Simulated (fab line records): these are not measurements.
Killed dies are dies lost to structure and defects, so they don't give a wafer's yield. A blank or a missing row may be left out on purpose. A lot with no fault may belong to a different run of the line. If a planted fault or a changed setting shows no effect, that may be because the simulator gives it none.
A lot that was struck, set against a sound lot	flow sky130	26 out of 708 route steps
Sound: wafers L443.3, L443.4, L443.5. The struck wafers were L433.2, L433.4, L433.6. The cause comes at the end.
For every step that has rows: the tool of each side, followed by ch and its chambers, followed by its first start. Under that, the readings that differ: sound wafers	struck wafers	difference of the means	sigmas: that difference in standard deviations of wafers without a fault.
alike: a reading whose means differ by less than 2 such deviations, as well as words and numbers matching on both sides. not compared: withheld readings; readings where some wafer has no value; bounds like >300 that might hide an equal value; numbers whose values overlap and for which the record gives no deviation.
Wherever a step has rows on one side only, a row that says differs or no value, or a row with sigmas, the two part there. Non-overlapping numbers with no deviation appear without sigmas and do not part them. Lack of a reading on every wafer of one side parts them only where that side has two or more wafers.

first, 6 steps without rows for these wafers: SKY_SD_N_IMPLANT_10; SKY_SD_N_STRIP_11 (strips in O2/N2); SKY_SD_N_CLEAN_13 (cleans in SC1/SC2, time 150 s); SKY_SD_N_RTA_14 (time 2 s); SKY_SALICIDE_CLEAN_00 (cleans in HF-last, time 30 s); SKY_LI_CONTACT_HDPCVD_00 (deposits PSG, target thk 930 nm, time 155 s).
SKY_LI_CONTACT_CMP_02: polishes PSG.
  sound on cmp-01 ch 0,1,2, day 33 08:15; struck on cmp-01 ch 0,1,2, day 29 17:16
reading	sound	struck	difference	sigmas
timeToEndpointS (s)	29 32 30	40 41 42	+11	+3
model.PSG_of_LI_CONTACT_HDPCVD_00.thkNm (nm)	604.9 605.5 606.1	705.5 708.4 713	+103.5	
  alike: motorCurrentA
then, 9 steps without rows for these wafers: SKY_LI_CONTACT_DEHYDRATE_04 (time 60 s); SKY_LI_CONTACT_HMDS_05 (prime time 60 s); SKY_LI_CONTACT_COAT_06 (resist thk 60 nm); SKY_LI_CONTACT_COAT_07 (resist thk 450 nm); SKY_LI_CONTACT_SOFTBAKE_08 (time 90 s); SKY_LI_CONTACT_EXPOSE_09 (exposes mask LICM1, target cd 170 nm); SKY_LI_CONTACT_PEB_10; SKY_LI_CONTACT_DEVELOP_11 (develop time 60 s); SKY_LI_CONTACT_ETCH_14 (etches BARC in N2/H2, stops on SiO2, time 45.9 s, target depth 60 nm).
SKY_LI_CONTACT_ETCH_15: etches PSG in C4F8/O2/Ar, stops on Si, target depth 600 nm.
  sound on rieDiel-03 ch 2,3, day 34 12:04; struck on rieDiel-03 ch 1,2, day 30 21:55
reading	sound	struck	difference	sigmas
oesProductAu (a.u.)	0.843 0.850 0.835	0.919 0.927 0.926	+0.081	+17
model.LI_CONTACT.featureDepthNm (nm)	604.9 605.5 606.1	705.5 708.4 713	+103.5	
model.etch.depthNm (nm)	604.9 605.5 606.1	705.5 708.4 713	+103.5	
then, 6 steps without rows for these wafers: SKY_LI_CONTACT_STRIP_16 (strips in O2/N2); SKY_LI_CONTACT_CLEAN_17 (cleans in NMP, time 600 s); SKY_LI_CONTACT_PRE_CLEAN_18 (time 5.6 s); SKY_LI_CONTACT_SPUTTER_19 (material Ti, target thk 20 nm, time 106.37 s); SKY_LI_CONTACT_SPUTTER_20 (material TiN, target thk 20 nm, time 80 s); SKY_LI_CONTACT_CVD_21 (deposits W, target thk 400 nm, time 120.56 s).
SKY_LI_CONTACT_CMP_24: polishes, stops on PSG, t overpolish 20 s, target thk 0 nm.
  sound on cmp-01 ch 2,3, day 34 12:53; struck on cmp-02 ch 1,2,3, day 30 22:50
reading	sound	struck	difference	sigmas
model.PSG_of_LI_CONTACT_HDPCVD_00.thkNm (nm)	595.5 596 596.6	696 698.9 703.6	+103	
  alike: motorCurrentA
then, 1 step without rows for these wafers: SKY_LOCAL_INTERCONNECT_SPUTTER_00 (material TiN, target thk 100 nm, time 83.3 s).
-- the record jumps here: 16 days lie between the struck wafers' starts before and after (it left off in module LOCAL_INTERCONNECT and takes up again in module PAD_OPEN, whose first step shown is number 708 of the route) --
SKY_PAD_OPEN_PROBE_99:
  struck on prober-01, day 47 04:09; sound on prober-02, day 49 16:05
reading	sound	struck	difference	sigmas
model.etest.liconPdiff.rcOhm	591.4 578.8 598.2	656.5 646.3 690.9	+75.1	
model.etest.nfetG5v0d10v5.rOnOhmUm	1819 1835 1862	1944 1951 1982	+120	
model.etest.nfet_01v8.rOnOhmUm	827 808.5 823.5	841.3 840.5 876.8	+33.2	
model.etest.liconNdiff.rcOhm	181.7 181.9 178.8	217.2 212.3 216.9	+34.7	
model.etest.liconHighPo.rcOhm	354.3 345.6 334.7	381.9 363 395.4	+35.2	
model.etest.sonosUncharged.rOnOhmUm	789.4 784 790.4	811.4 817.7 838.4	+34.6	
model.etest.capLiToPoly.cAfUm2	97.3 98.52 102.5	76.72 78.09 74.57	-22.98	
model.etest.liconPoly.rcOhm	153.5 155.4 151.3	169.4 169.7 170.7	+16.5	
  alike: killed_at_M0_to_M3, killed_at_M4_up, killedAtContacts, killedAtFrontEnd, killedAtOther, killedDies, killedOpen, killedShort

WHERE THEY PART
At SKY_LI_CONTACT_CMP_02 first; at SKY_LI_CONTACT_ETCH_15 last (within this record only). Later steps at which nothing parts them and some readings are alike: SKY_LI_CONTACT_CMP_24, SKY_PAD_OPEN_PROBE_99.

WHY: the cause the simulator had injected
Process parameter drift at SKY_LI_CONTACT_CMP_02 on cmp-01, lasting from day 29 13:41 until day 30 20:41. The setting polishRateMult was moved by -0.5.
